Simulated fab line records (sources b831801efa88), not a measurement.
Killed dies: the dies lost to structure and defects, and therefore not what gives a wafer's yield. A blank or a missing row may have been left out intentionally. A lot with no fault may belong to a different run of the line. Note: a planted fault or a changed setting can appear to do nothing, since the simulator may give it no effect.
fab line records | flow sky130 | part 1 of 2: steps 1 to 29 of 39
[record] lots = 5 | wafers = 15 | lastDay = 49
route steps=708 shown VT_ADJUST_PCH@152 SONOS_TUNNEL@154 SONOS_ONO@168 GATE_OXIDE@187
lots with no fault: from the same line, run without faults
startH: hours from the record's first day to the start of the lot's first wafer shown | waitH: how many hours have passed since the lot's step before this one | " the same as in the row above | L1.1+2: several wafers, shown together as one row | - no value, or no start given | * or withheld: withheld | < > ~ a bound
route shown NAME@n: NAME is a module with steps in the file, n the number in the route of the first one | usual: mean and standard deviation over wafers with no fault | same: alike in all rows | chamber/n: place in a boat | sites: per-site readings | _std_site: their standard deviation | _edge_site: the outer-site mean with the inner-site mean subtracted | radiusMm: for every site, how far away it sits from the centre of the wafer | mask NAME#n: copy n | behind: the last tool/chamber to shape the wafer | hold: why the lot went on hold/how many hours it stayed there/how the hold came to an end | device: the transistor (n, p or np) that didn't switch | end of line: at the end of the route, the tests of the same wafers | a step with no rows: only its recipe | killed: dies that structure and defects cost at the first sort, which is not the same as the wafer's yield | map: a wafer's dies, x killed, . not, _ none there
set.NAME: setting as actually run; set.NAME@STEP: the setting as run at that earlier step | model.NAME: the simulator's own value behind a step, which no gauge read
lots seen at some steps along the route; tables by step, rows by wafer
services: a tool's chamber out of use, with start hour (startH, from the record's first day; less than 0 if before it), hours out, and reason
[[steps]]
[step SKY_VT_ADJUST_PCH_STRIP_09]
[recipe] chemistry = O2/N2 | powerW = 1400 | pressureMtorr = 1500 | platenTempC = withheld | o2FlowSccm = 3000 | n2FlowSccm = 300 | overashFraction = 0.5
[usual] drypumpMotorCurrentA = 5.6/0.45 | oesProductAu = 0.722/0.0046 | stripTimeToEndpointS = 36.93/0.12
lot.wafer | tool           | chamber | startH | waitH | drypumpMotorCurrentA | oesProductAu | rfHoursCounterH | stripTimeToEndpointS
L074.1    | plasmaAsher-04 | 1       | 227.05 | 0.1   | 5.3                  | 0.725        | 54              | 37.04
L074.4    | "              | 0       | "      | "     | 5.3                  | 0.720        | -               | 37.02
L074.6    | "              | 0       | "      | "     | 5.3                  | 0.722        | -               | 36.93
L079.1    | plasmaAsher-04 | 1       | 265.95 | 0.1   | 5.3                  | 0.728        | 58              | 37.09
L079.4    | "              | 1       | "      | "     | 5.3                  | 0.731        | -               | 37.12
L079.5    | "              | 0       | "      | "     | 5.3                  | 0.718        | -               | 37.02
L087.3    | plasmaAsher-03 | 0       | 323.14 | 0.1   | 6.5                  | 0.719        | -               | 36.87
L087.4    | "              | 1       | "      | "     | 5.4                  | 0.727        | -               | 36.96
L087.5    | "              | 1       | "      | "     | 5.4                  | 0.724        | -               | 36.88
L089.1    | plasmaAsher-03 | 1       | 337.60 | 0.1   | 5.4                  | 0.721        | 51              | 36.95
L089.4    | "              | 0       | "      | "     | 6.5                  | 0.724        | -               | 37.02
L089.5    | "              | 1       | "      | "     | 5.3                  | 0.726        | -               | 36.92
L091.1    | plasmaAsher-04 | 1       | 353.95 | 0.1   | 5.3                  | 0.731        | 67              | 36.81
L091.2    | "              | 0       | "      | "     | 5.3                  | 0.712        | 67              | 36.91
L091.3    | "              | 0       | "      | "     | 5.3                  | 0.724        | -               | 36.79
[step SKY_VT_ADJUST_PCH_TW_MEAS_10]
[usual] VT_ADJUST_PCH_TW = 142.3/1.1
lot.wafer | tool         | chamber | startH | waitH | VT_ADJUST_PCH_TW
L074.1    | filmMetro-03 | -       | 227.15 | 0.1   | 144.1
L074.4    | "            | -       | "      | "     | 143.7
L074.6    | "            | -       | "      | "     | 143.9
L079.1    | filmMetro-02 | -       | 266.05 | 0.1   | 141.8
L079.4    | "            | -       | "      | "     | 142.1
L079.5    | "            | -       | "      | "     | 142.2
L087.3    | filmMetro-02 | -       | 323.22 | 0.1   | 141.4
L087.4    | "            | -       | "      | "     | 141.1
L087.5    | "            | -       | "      | "     | 141.4
L089.1    | filmMetro-02 | -       | 337.70 | 0.1   | 141.2
L089.4    | "            | -       | "      | "     | 141.4
L089.5    | "            | -       | "      | "     | 141.6
L091.1    | filmMetro-02 | -       | 354.05 | 0.1   | 141.0
L091.2    | "            | -       | "      | "     | 140.9
L091.3    | "            | -       | "      | "     | 141.7
[step SKY_SONOS_TUNNEL_DEHYDRATE_00]
[recipe] tempC = 200 | timeS = 60
lot.wafer  | tool          | chamber | startH | waitH
L074.1+4+6 | lithoTrack-01 | 0       | 238.01 | 10.9
L079.1+4+5 | lithoTrack-01 | 0       | 277.71 | 11.7
L087.3+4+5 | lithoTrack-01 | 0       | 335.71 | 12.5
L089.1+4+5 | lithoTrack-02 | 0       | 351.23 | 13.5
L091.1+2+3 | lithoTrack-01 | 0       | 367.01 | 13.0
[step SKY_SONOS_TUNNEL_HMDS_01]
[recipe] primeTimeS = 60 | primeTempC = 120
[usual] primeTempC = 120.04/0.12
lot.wafer | tool          | chamber | startH | waitH | primeTempC
L074.1    | lithoTrack-01 | 0       | 238.16 | 0.1   | 120.08
L074.4    | "             | 0       | "      | "     | 120.15
L074.6    | "             | 0       | "      | "     | 120.00
L079.1    | lithoTrack-01 | 0       | 277.86 | 0.1   | 119.94
L079.4    | "             | 0       | "      | "     | 120.00
L079.5    | "             | 0       | "      | "     | 119.97
L087.3    | lithoTrack-01 | 0       | 335.86 | 0.1   | 120.11
L087.4    | "             | 0       | "      | "     | 120.21
L087.5    | "             | 0       | "      | "     | 120.02
L089.1    | lithoTrack-02 | 0       | 351.38 | 0.1   | 119.95
L089.4    | "             | 0       | "      | "     | 120.14
L089.5    | "             | 0       | "      | "     | 120.14
L091.1    | lithoTrack-01 | 0       | 367.16 | 0.1   | 119.93
L091.2    | "             | 0       | "      | "     | 119.96
L091.3    | "             | 0       | "      | "     | 120.28
[step SKY_SONOS_TUNNEL_COAT_02]
[recipe] resist = NOVOLAK | spinRpm = 3000 | resistThkNm = 1140
lot.wafer  | tool          | chamber | startH | waitH
L074.1+4+6 | lithoTrack-01 | 0       | 238.31 | 0.1
L079.1+4+5 | lithoTrack-01 | 0       | 278.01 | 0.1
L087.3+4+5 | lithoTrack-01 | 0       | 336.01 | 0.1
L089.1+4+5 | lithoTrack-02 | 0       | 351.53 | 0.1
L091.1+2+3 | lithoTrack-01 | 0       | 367.31 | 0.1
[step SKY_SONOS_TUNNEL_SOFTBAKE_03]
[recipe] tempC = 90 | timeS = 60 | resist = NOVOLAK
lot.wafer  | tool          | chamber | startH | waitH
L074.1+4+6 | lithoTrack-01 | 0       | 238.46 | 0.1
L079.1+4+5 | lithoTrack-01 | 0       | 278.16 | 0.1
L087.3+4+5 | lithoTrack-01 | 0       | 336.16 | 0.1
L089.1+4+5 | lithoTrack-02 | 0       | 351.68 | 0.1
L091.1+2+3 | lithoTrack-01 | 0       | 367.46 | 0.1
[step SKY_SONOS_TUNNEL_EXPOSE_04]
[recipe] maskId = TUNM | na = 0.6 | sourceShape = conventional | sigmaOuter = 0.6 | polarization = unpolarized | targetCdNm = 410 | doseMj = 136
[usual] focusOffsetNm = 0.0/0.54
lot.wafer | tool            | chamber | startH | waitH | mask   | focusOffsetNm
L074.1    | ilineStepper-01 | 0       | -      | -     | TUNM#0 | -0.8
L074.4    | "               | 0       | "      | "     | TUNM#0 | -0.4
L074.6    | "               | 0       | "      | "     | TUNM#0 | 0.5
L079.1    | ilineStepper-01 | 0       | -      | -     | TUNM#0 | -0.3
L079.4    | "               | 0       | "      | "     | TUNM#0 | -0.3
L079.5    | "               | 0       | "      | "     | TUNM#0 | -0.1
L087.3    | ilineStepper-01 | 0       | -      | -     | TUNM#0 | -1.2
L087.4    | "               | 0       | "      | "     | TUNM#0 | 0.2
L087.5    | "               | 0       | "      | "     | TUNM#0 | -0.8
L089.1    | ilineStepper-01 | 0       | -      | -     | TUNM#0 | 0.1
L089.4    | "               | 0       | "      | "     | TUNM#0 | -0.2
L089.5    | "               | 0       | "      | "     | TUNM#0 | 0.5
L091.1    | ilineStepper-02 | 0       | -      | -     | TUNM#0 | 0.1
L091.2    | "               | 0       | "      | "     | TUNM#0 | 0.0
L091.3    | "               | 0       | "      | "     | TUNM#0 | 0.1
[step SKY_SONOS_TUNNEL_PEB_05]
[recipe] tempC = withheld | timeS = * | resist = NOVOLAK
lot.wafer  | tool          | chamber | startH | waitH
L074.1+4+6 | lithoTrack-04 | 0       | -      | -
L079.1+4+5 | lithoTrack-02 | 0       | -      | -
L087.3+4+5 | lithoTrack-02 | 0       | -      | -
L089.1+4+5 | lithoTrack-02 | 0       | -      | -
L091.1+2+3 | lithoTrack-04 | 0       | -      | -
[step SKY_SONOS_TUNNEL_DEVELOP_06]
[recipe] resist = NOVOLAK | developer = TMAH | developTimeS = 60 | devTempC = 23
lot.wafer  | tool          | chamber | startH | waitH
L074.1+4+6 | lithoTrack-04 | 0       | 250.02 | 0.1
L079.1+4+5 | lithoTrack-02 | 0       | 290.63 | 0.1
L087.3+4+5 | lithoTrack-02 | 0       | 349.98 | 0.1
L089.1+4+5 | lithoTrack-02 | 0       | 365.13 | 0.1
L091.1+2+3 | lithoTrack-04 | 0       | 381.62 | 0.1
[step SKY_SONOS_TUNNEL_CD_MEAS_07]
[recipe] targetCdNm = 410
[usual] cdNm = 409.7/2.2
lot.wafer | tool     | chamber | startH | waitH | cdNm
L074.1    | cdSem-02 | -       | 250.17 | 0.1   | 405.9
L074.4    | "        | -       | "      | "     | 406.9
L074.6    | "        | -       | "      | "     | 408.0
L079.1    | cdSem-02 | -       | 290.78 | 0.1   | 414.8
L079.4    | "        | -       | "      | "     | 415.9
L079.5    | "        | -       | "      | "     | 413.2
L087.3    | cdSem-01 | -       | 350.12 | 0.1   | 408.6
L087.4    | "        | -       | "      | "     | 408.4
L087.5    | "        | -       | "      | "     | 408.2
L089.1    | cdSem-02 | -       | 365.28 | 0.1   | 410.1
L089.4    | "        | -       | "      | "     | 410.6
L089.5    | "        | -       | "      | "     | 412.5
L091.1    | cdSem-01 | -       | 381.77 | 0.1   | 410.0
L091.2    | "        | -       | "      | "     | 409.7
L091.3    | "        | -       | "      | "     | 409.0
[step SKY_SONOS_TUNNEL_OVL_MEAS_08]
[usual] SONOS_TUNNEL_OVL = 0.9/1.6
lot.wafer | tool       | chamber | startH | waitH | SONOS_TUNNEL_OVL[nm]
L074.1    | overlay-01 | -       | 250.29 | 0.1   | 2.1
L074.4    | "          | -       | "      | "     | 3.1
L074.6    | "          | -       | "      | "     | 3.4
L079.1    | overlay-02 | -       | 290.90 | 0.1   | 1.7
L079.4    | "          | -       | "      | "     | 2.6
L079.5    | "          | -       | "      | "     | 1.7
L087.3    | overlay-02 | -       | 350.21 | 0.1   | 0.9
L087.4    | "          | -       | "      | "     | 0.0
L087.5    | "          | -       | "      | "     | 2.4
L089.1    | overlay-02 | -       | 365.40 | 0.1   | -0.5
L089.4    | "          | -       | "      | "     | -2.6
L089.5    | "          | -       | "      | "     | -2.5
L091.1    | overlay-02 | -       | 381.89 | 0.1   | 3.7
L091.2    | "          | -       | "      | "     | 2.2
L091.3    | "          | -       | "      | "     | 1.9
[step SKY_SONOS_TUNNEL_IMPLANT_09]
[recipe] species = B | energyKev = 20 | doseCm2 = 1e+12 | tiltDeg = withheld
[usual] endStationPressureTorr = 5.01e-06/2.7e-07
lot.wafer | tool         | chamber | startH | waitH | endStationPressureTorr
L074.1    | implanter-04 | 0       | 250.32 | 0.0   | 4.76e-06
L074.4    | "            | 0       | "      | "     | 4.89e-06
L074.6    | "            | 0       | "      | "     | 5.01e-06
L079.1    | implanter-03 | 0       | 290.94 | 0.0   | 5.04e-06
L079.4    | "            | 0       | "      | "     | 4.72e-06
L079.5    | "            | 0       | "      | "     | 4.48e-06
L087.3    | implanter-02 | 0       | 350.29 | 0.1   | 4.62e-06
L087.4    | "            | 0       | "      | "     | 5.04e-06
L087.5    | "            | 0       | "      | "     | 4.86e-06
L089.1    | implanter-02 | 0       | 365.44 | 0.0   | 5.18e-06
L089.4    | "            | 0       | "      | "     | 5.11e-06
L089.5    | "            | 0       | "      | "     | 5.33e-06
L091.1    | implanter-04 | 0       | 381.92 | 0.0   | 4.88e-06
L091.2    | "            | 0       | "      | "     | 4.75e-06
L091.3    | "            | 0       | "      | "     | 5.06e-06
[step SKY_SONOS_TUNNEL_WET_ETCH_10]
[recipe] chemistry = dHF | targetDepthNm = 14 | target = SiO2 | dilution = 100:1 | tempC = 25 | timeS = 280
lot.wafer  | tool        | chamber | startH | waitH
L074.1+4+6 | wetBench-03 | 3       | 250.47 | 0.1
L079.1+4+5 | wetBench-02 | 3       | 291.09 | 0.1
L087.3+4+5 | wetBench-02 | 2       | 350.39 | 0.1
L089.1+4+5 | wetBench-03 | 3       | 365.59 | 0.1
L091.1+2+3 | wetBench-03 | 1       | 382.07 | 0.1
[step SKY_SONOS_TUNNEL_STRIP_11]
[recipe] chemistry = SPM | timeS = 600 | tempC = 130
lot.wafer  | tool        | chamber | startH | waitH
L074.1+4+6 | wetBench-01 | 0       | 250.57 | 0.0
L079.1+4+5 | wetBench-03 | 0       | 291.17 | 0.0
L087.3+4+5 | wetBench-03 | 3       | 350.47 | 0.0
L089.1+4+5 | wetBench-01 | 1       | 365.67 | 0.0
L091.1+2+3 | wetBench-02 | 0       | 382.16 | 0.0
[step SKY_SONOS_TUNNEL_TW_MEAS_12]
[usual] SONOS_TUNNEL_TW = 197.7/1.6
lot.wafer | tool         | chamber | startH | waitH | SONOS_TUNNEL_TW
L074.1    | filmMetro-03 | -       | 250.74 | 0.0   | 199.2
L074.4    | "            | -       | "      | "     | 198.2
L074.6    | "            | -       | "      | "     | 198.9
L079.1    | filmMetro-04 | -       | 291.36 | 0.0   | 197.0
L079.4    | "            | -       | "      | "     | 198.1
L079.5    | "            | -       | "      | "     | 196.8
L087.3    | filmMetro-03 | -       | 350.67 | 0.0   | 198.6
L087.4    | "            | -       | "      | "     | 198.4
L087.5    | "            | -       | "      | "     | 198.5
L089.1    | filmMetro-03 | -       | 365.85 | 0.0   | 197.2
L089.4    | "            | -       | "      | "     | 197.3
L089.5    | "            | -       | "      | "     | 198.2
L091.1    | filmMetro-03 | -       | 382.35 | 0.0   | 198.2
L091.2    | "            | -       | "      | "     | 197.9
L091.3    | "            | -       | "      | "     | 197.4
[step SKY_SONOS_TUNNEL_CLEAN_13]
[recipe] chemistry = dHF | timeS = 20 | dilution = 100:1 | dry = ipaMarangoni
lot.wafer  | tool        | chamber | startH | waitH
L074.1+4+6 | wetBench-02 | 3       | 250.80 | 0.1
L079.1+4+5 | wetBench-02 | 2       | 291.42 | 0.1
L087.3+4+5 | wetBench-01 | 0       | 350.71 | 0.0
L089.1+4+5 | wetBench-02 | 0       | 365.91 | 0.1
L091.1+2+3 | wetBench-02 | 0       | 382.41 | 0.1
[step SKY_SONOS_ONO_OXIDATION_00]
[recipe] tempC = 800 | ambient = O2 | idleTempC = 700 | rampUpCPerMin = 10 | rampDownCPerMin = 3 | stabiliseS = 600 | purgeS = 300 | targetThkA = 26 | oxTimeS = 1249
[usual] oxTempCMax = 803.8/1.4 | rampDownCPerMin = 2.9999/0.00053 | zonePowerBottomPct = 19.4/1.9 | zonePowerTopPct = 26.1/0.78
[same] oxTimeS = 1249
lot.wafer | tool       | chamber | startH | waitH | oxTempCMax | rampDownCPerMin | zonePowerBottomPct | zonePowerTopPct
L074.1    | furnace-01 | 0       | 255.43 | 4.6   | 806.9      | 3.0010          | 17.9               | 25.2
L074.4    | "          | 0       | "      | "     | 804.6      | 2.9993          | 17.7               | 25.5
L074.6    | "          | 0       | "      | "     | 804.8      | 2.9999          | 18.0               | 25.6
L079.1    | furnace-01 | 0       | 292.82 | 1.4   | 803.5      | 2.9991          | 17.6               | 24.9
L079.4    | "          | 0       | "      | "     | 804.7      | 2.9996          | 17.8               | 25.9
L079.5    | "          | 0       | "      | "     | 806.2      | 3.0000          | 17.6               | 25.9
L087.3    | furnace-02 | 0       | 354.87 | 4.1   | 803.1      | 2.9985          | 21.8               | 27.3
L087.4    | "          | 0       | "      | "     | 802.4      | 3.0001          | 22.0               | 26.6
L087.5    | "          | 0       | "      | "     | 802.1      | 2.9999          | 21.8               | 26.7
L089.1    | furnace-02 | 0       | 366.75 | 0.8   | 802.8      | 3.0008          | 22.0               | 26.9
L089.4    | "          | 0       | "      | "     | 802.7      | 2.9999          | 21.6               | 27.1
L089.5    | "          | 0       | "      | "     | 801.9      | 2.9998          | 22.0               | 26.8
L091.1    | furnace-02 | 0       | 383.18 | 0.8   | 801.7      | 2.9993          | 21.2               | 27.0
L091.2    | "          | 0       | "      | "     | 802.6      | 2.9986          | 22.0               | 26.9
L091.3    | "          | 0       | "      | "     | 802.3      | 2.9996          | 21.8               | 26.6
[step SKY_SONOS_ONO_THK_MEAS_01]
[recipe] reads = SiO2_of_SONOS_ONO_OXIDATION_00
[usual] SONOS_ONO_OXIDATION_THK = 2.60/0.062
lot.wafer | tool         | chamber | startH | waitH | SONOS_ONO_OXIDATION_THK[nm]
L074.1    | filmMetro-04 | -       | 256.77 | 0.0   | 2.55
L074.4    | "            | -       | "      | "     | 2.58
L074.6    | "            | -       | "      | "     | 2.53
L079.1    | filmMetro-04 | -       | 294.16 | 0.0   | 2.68
L079.4    | "            | -       | "      | "     | 2.65
L079.5    | "            | -       | "      | "     | 2.66
L087.3    | filmMetro-04 | -       | 356.24 | 0.0   | 2.54
L087.4    | "            | -       | "      | "     | 2.59
L087.5    | "            | -       | "      | "     | 2.61
L089.1    | filmMetro-04 | -       | 368.09 | 0.0   | 2.48
L089.4    | "            | -       | "      | "     | 2.54
L089.5    | "            | -       | "      | "     | 2.53
L091.1    | filmMetro-04 | -       | 384.53 | 0.0   | 2.68
L091.2    | "            | -       | "      | "     | 2.69
L091.3    | "            | -       | "      | "     | 2.66
[step SKY_SONOS_ONO_CVD_02]
[recipe] material = Si3N4 | precursor = DCS/NH3 | targetThkNm = 10.5 | tempC = 770 | timeS = 180 | pressureMtorr = 250
[usual] pressureMtorr = 250.1/0.57 | zonePowerBottomPct = 18.9/1.7 | zonePowerTopPct = 25.9/2.2
lot.wafer | tool     | chamber | startH | waitH | pressureMtorr | zonePowerBottomPct | zonePowerTopPct
L074.1    | lpcvd-02 | 1       | 256.83 | 0.1   | 251.1         | 20.2               | 27.9
L074.4    | "        | 1       | "      | "     | 250.2         | 20.1               | 27.7
L074.6    | "        | 1       | "      | "     | 250.0         | 20.2               | 27.9
L079.1    | lpcvd-02 | 1       | 296.04 | 1.9   | 249.8         | 20.3               | 27.1
L079.4    | "        | 1       | "      | "     | 250.7         | 20.4               | 27.4
L079.5    | "        | 1       | "      | "     | 250.4         | 19.8               | 27.6
L087.3    | lpcvd-02 | 1       | 358.08 | 1.8   | 249.5         | 20.1               | 27.5
L087.4    | "        | 1       | "      | "     | 249.2         | 20.0               | 27.6
L087.5    | "        | 1       | "      | "     | 250.9         | 20.3               | 27.8
L089.1    | lpcvd-02 | 1       | 368.15 | 0.1   | 250.4         | 20.0               | 27.2
L089.4    | "        | 1       | "      | "     | 250.9         | 20.2               | 27.5
L089.5    | "        | 1       | "      | "     | 250.9         | 20.3               | 27.9
L091.1    | lpcvd-02 | 1       | 386.28 | 1.7   | 248.6         | 19.9               | 27.7
L091.2    | "        | 1       | "      | "     | 249.7         | 20.5               | 27.2
L091.3    | "        | 1       | "      | "     | 248.8         | 20.4               | 27.4
[step SKY_SONOS_ONO_THK_MEAS_03]
[recipe] reads = Si3N4_of_SONOS_ONO_CVD_02
[usual] SONOS_ONO_CVD_02_THK = 10.51/0.15
lot.wafer | tool         | chamber | startH | waitH | SONOS_ONO_CVD_02_THK[nm]
L074.1    | filmMetro-02 | -       | 257.88 | 0.0   | 10.38
L074.4    | "            | -       | "      | "     | 10.39
L074.6    | "            | -       | "      | "     | 10.57
L079.1    | filmMetro-02 | -       | 297.09 | 0.0   | 10.58
L079.4    | "            | -       | "      | "     | 10.67
L079.5    | "            | -       | "      | "     | 10.69
L087.3    | filmMetro-02 | -       | 359.15 | 0.0   | 10.45
L087.4    | "            | -       | "      | "     | 10.38
L087.5    | "            | -       | "      | "     | 10.41
L089.1    | filmMetro-04 | -       | 369.20 | 0.0   | 10.61
L089.4    | "            | -       | "      | "     | 10.62
L089.5    | "            | -       | "      | "     | 10.53
L091.1    | filmMetro-04 | -       | 387.33 | 0.0   | 10.42
L091.2    | "            | -       | "      | "     | 10.35
L091.3    | "            | -       | "      | "     | 10.47
[step SKY_SONOS_ONO_CVD_04]
[recipe] material = SiO2 | precursor = SiH4/N2O | targetThkNm = 5.7199 | tempC = 900 | pressureMtorr = 400
[usual] pressureMtorr = 400.1/0.76 | zonePowerBottomPct = 29/4.5 | zonePowerTopPct = 32.4/1.6
lot.wafer | tool     | chamber | startH | waitH | pressureMtorr | zonePowerBottomPct | zonePowerTopPct
L074.1    | lpcvd-03 | 0       | 257.94 | 0.1   | 398.8         | 25                 | 30.6
L074.4    | "        | 0       | "      | "     | 399.2         | 25                 | 30.7
L074.6    | "        | 0       | "      | "     | 399.1         | 24                 | 30.7
L079.1    | lpcvd-03 | 0       | 297.15 | 0.1   | 399.5         | 24                 | 30.6
L079.4    | "        | 0       | "      | "     | 400.0         | 25                 | 31.0
L079.5    | "        | 0       | "      | "     | 399.4         | 24                 | 30.4
L087.3    | lpcvd-03 | 0       | 359.19 | 0.0   | 401.1         | 24                 | 30.5
L087.4    | "        | 0       | "      | "     | 401.2         | 24                 | 31.0
L087.5    | "        | 0       | "      | "     | 400.4         | 24                 | 30.5
L089.1    | lpcvd-03 | 1       | 369.26 | 0.1   | 399.4         | 33                 | 34.7
L089.4    | "        | 1       | "      | "     | 398.7         | 33                 | 34.2
L089.5    | "        | 1       | "      | "     | 398.8         | 34                 | 33.1
L091.1    | lpcvd-03 | 1       | 387.39 | 0.1   | 401.0         | 33                 | 34.6
L091.2    | "        | 1       | "      | "     | 400.8         | 34                 | 33.3
L091.3    | "        | 1       | "      | "     | 401.2         | 33                 | 34.1
[step SKY_SONOS_ONO_THK_MEAS_05]
[recipe] reads = SiO2_of_SONOS_ONO_CVD_04
[usual] SONOS_ONO_CVD_04_THK = 5.73/0.11
lot.wafer | tool         | chamber | startH | waitH | SONOS_ONO_CVD_04_THK[nm]
L074.1    | filmMetro-02 | -       | 259.19 | 0.0   | 5.91
L074.4    | "            | -       | "      | "     | 5.87
L074.6    | "            | -       | "      | "     | 5.87
L079.1    | filmMetro-02 | -       | 298.40 | 0.0   | 5.76
L079.4    | "            | -       | "      | "     | 5.82
L079.5    | "            | -       | "      | "     | 5.88
L087.3    | filmMetro-01 | -       | 360.46 | 0.0   | 5.66
L087.4    | "            | -       | "      | "     | 5.64
L087.5    | "            | -       | "      | "     | 5.68
L089.1    | filmMetro-01 | -       | 370.51 | 0.0   | 5.74
L089.4    | "            | -       | "      | "     | 5.81
L089.5    | "            | -       | "      | "     | 5.71
L091.1    | filmMetro-04 | -       | 388.64 | 0.0   | 5.79
L091.2    | "            | -       | "      | "     | 5.69
L091.3    | "            | -       | "      | "     | 5.74
[step SKY_SONOS_ONO_DEHYDRATE_06]
[recipe] tempC = 200 | timeS = 60
lot.wafer  | tool          | chamber | startH | waitH
L074.1+4+6 | lithoTrack-01 | 0       | 270.41 | 11.2
L079.1+4+5 | lithoTrack-01 | 0       | 310.21 | 11.8
L087.3+4+5 | lithoTrack-04 | 0       | 373.37 | 12.9
L089.1+4+5 | lithoTrack-04 | 0       | 383.52 | 13.0
L091.1+2+3 | lithoTrack-04 | 0       | 402.27 | 13.6
[step SKY_SONOS_ONO_HMDS_07]
[recipe] primeTimeS = 60 | primeTempC = 120
[usual] primeTempC = 119.98/0.14
lot.wafer | tool          | chamber | startH | waitH | primeTempC
L074.1    | lithoTrack-01 | 0       | 270.56 | 0.1   | 119.96
L074.4    | "             | 0       | "      | "     | 120.02
L074.6    | "             | 0       | "      | "     | 120.20
L079.1    | lithoTrack-01 | 0       | 310.36 | 0.1   | 120.00
L079.4    | "             | 0       | "      | "     | 119.79
L079.5    | "             | 0       | "      | "     | 119.87
L087.3    | lithoTrack-04 | 0       | 373.52 | 0.1   | 120.02
L087.4    | "             | 0       | "      | "     | 120.08
L087.5    | "             | 0       | "      | "     | 120.05
L089.1    | lithoTrack-04 | 0       | 383.67 | 0.1   | 119.95
L089.4    | "             | 0       | "      | "     | 119.87
L089.5    | "             | 0       | "      | "     | 120.02
L091.1    | lithoTrack-04 | 0       | 402.42 | 0.1   | 120.01
L091.2    | "             | 0       | "      | "     | 120.01
L091.3    | "             | 0       | "      | "     | 120.13
[step SKY_SONOS_ONO_COAT_08]
[recipe] resist = NOVOLAK | spinRpm = 3000 | resistThkNm = 1140
lot.wafer  | tool          | chamber | startH | waitH
L074.1+4+6 | lithoTrack-01 | 0       | 270.71 | 0.1
L079.1+4+5 | lithoTrack-01 | 0       | 310.51 | 0.1
L087.3+4+5 | lithoTrack-04 | 0       | 373.67 | 0.1
L089.1+4+5 | lithoTrack-04 | 0       | 383.82 | 0.1
L091.1+2+3 | lithoTrack-04 | 0       | 402.57 | 0.1
[step SKY_SONOS_ONO_SOFTBAKE_09]
[recipe] tempC = 90 | timeS = 60 | resist = NOVOLAK
lot.wafer  | tool          | chamber | startH | waitH
L074.1+4+6 | lithoTrack-01 | 0       | 270.86 | 0.1
L079.1+4+5 | lithoTrack-01 | 0       | 310.66 | 0.1
L087.3+4+5 | lithoTrack-04 | 0       | 373.82 | 0.1
L089.1+4+5 | lithoTrack-04 | 0       | 383.97 | 0.1
L091.1+2+3 | lithoTrack-04 | 0       | 402.72 | 0.1
[step SKY_SONOS_ONO_EXPOSE_10]
[recipe] maskId = ONOM | targetCdNm = 410 | na = 0.6 | sourceShape = conventional | sigmaOuter = 0.6 | doseMj = 150
[usual] focusOffsetNm = 0.0/0.54
lot.wafer | tool            | chamber | startH | waitH | mask   | focusOffsetNm
L074.1    | ilineStepper-02 | 0       | -      | -     | ONOM#0 | 0.2
L074.4    | "               | 0       | "      | "     | ONOM#0 | 0.7
L074.6    | "               | 0       | "      | "     | ONOM#0 | -0.5
L079.1    | ilineStepper-02 | 0       | -      | -     | ONOM#0 | -0.7
L079.4    | "               | 0       | "      | "     | ONOM#0 | -0.3
L079.5    | "               | 0       | "      | "     | ONOM#0 | -0.8
L087.3    | ilineStepper-02 | 0       | -      | -     | ONOM#0 | 0.5
L087.4    | "               | 0       | "      | "     | ONOM#0 | 0.4
L087.5    | "               | 0       | "      | "     | ONOM#0 | 0.2
L089.1    | ilineStepper-02 | 0       | -      | -     | ONOM#0 | 0.9
L089.4    | "               | 0       | "      | "     | ONOM#0 | -0.1
L089.5    | "               | 0       | "      | "     | ONOM#0 | 0.3
L091.1    | ilineStepper-01 | 0       | -      | -     | ONOM#0 | 0.2
L091.2    | "               | 0       | "      | "     | ONOM#0 | 0.3
L091.3    | "               | 0       | "      | "     | ONOM#0 | 0.6
[step SKY_SONOS_ONO_PEB_11]
[recipe] tempC = withheld | timeS = * | resist = NOVOLAK
lot.wafer  | tool          | chamber | startH | waitH
L074.1+4+6 | lithoTrack-03 | 0       | -      | -
L079.1+4+5 | lithoTrack-01 | 0       | -      | -
L087.3+4+5 | lithoTrack-04 | 0       | -      | -
L089.1+4+5 | lithoTrack-03 | 0       | -      | -
L091.1+2+3 | lithoTrack-03 | 0       | -      | -
[step SKY_SONOS_ONO_DEVELOP_12]
[recipe] developTimeS = 60 | devTempC = 23
lot.wafer  | tool          | chamber | startH | waitH
L074.1+4+6 | lithoTrack-03 | 0       | 283.27 | 0.1
L079.1+4+5 | lithoTrack-01 | 0       | 323.76 | 0.1
L087.3+4+5 | lithoTrack-04 | 0       | 387.07 | 0.1
L089.1+4+5 | lithoTrack-03 | 0       | 397.67 | 0.1
L091.1+2+3 | lithoTrack-03 | 0       | 417.37 | 0.1
